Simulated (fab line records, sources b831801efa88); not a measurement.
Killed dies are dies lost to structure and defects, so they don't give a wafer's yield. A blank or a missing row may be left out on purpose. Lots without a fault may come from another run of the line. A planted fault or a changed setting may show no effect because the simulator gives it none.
One fault seen from 2 desks | flow sky130 | each desk has only its own numbers; what lay behind them comes last

THE METROLOGY DESK
What the gauges read, lot by lot, whatever tool the lot ran on: means of the sampled wafers that have a number. A lot is out of limits, marked OUT, if its mean lies more than 4 standard deviations from the usual mean; the brackets give that distance.
Columns: A = cd_nm at SKY_VIA1_CD_MEAS_12, usual 149.9 nm
lot  | first seen here | A
L936 | day 34 17:44    | 151.3
L937 | day 35 01:58    | 149.6
L939 | day 35 14:43    | 150.1
L940 | day 35 18:26    | 149.7
L941 | day 35 21:22    | 150.1
L942 | day 36 08:04    | 149.8
L943 | day 36 11:58    | 149.6
L944 | day 37 00:39    | 148.9
L946 | day 37 13:29    | 149.7
L951 | day 38 21:18    | 150.5
L952 | day 39 08:54    | 150.0
L954 | day 39 14:22    | 147.4
L955 | day 40 01:49    | 150.0
This desk's finding: nothing out of limits on any of the 13 lots.

THE TOOL OWNER'S DESK: implanter-04
The tool's own readings at SKY_LDD_N_IMPLANT_10: means of the sampled wafers that have a number, for each lot that ran on this tool. A lot is out of limits, marked OUT, if its mean lies more than 4 standard deviations from the usual mean; the brackets give that distance.
Columns: A = dose_ions_cm2 at SKY_LDD_N_IMPLANT_10, usual 7.499e+13; B = faraday_current_uA at SKY_LDD_N_IMPLANT_10, usual 424
lot  | first seen here | A                   | B
L937 | day 18 21:26    | 7.499e+13           | 426
L939 | day 19 14:06    | 7.487e+13           | 411
L952 | day 24 01:48    | 6.818e+13 (-86) OUT | 387 (-4.3) OUT
L954 | day 24 09:47    | 6.821e+13 (-86) OUT | 384 (-4.6) OUT
This desk's finding: out of limits on L952, L954; first on L952, day 24 01:48 (dose_ions_cm2 at SKY_LDD_N_IMPLANT_10). In limits: L937, L939.

PUT TOGETHER
The tool owner's desk could have raised an alarm at day 24 01:48, on L952, L954.
The metrology desk saw nothing out of limits.
The metrology desk has L952, L954 on record, within its limits.
Of the lots named, all ran SKY_LDD_N_IMPLANT_10 on implanter-04.

WHAT THE SIMULATOR HAD PUT IN
Process parameter drift: implanter-04, from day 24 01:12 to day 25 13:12, at SKY_LDD_N_IMPLANT_10. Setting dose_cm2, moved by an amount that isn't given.
Lots struck among those shown: L952, L954.
Hours from the fault's start to each desk's first reading out of limits: the tool owner's desk, 1.
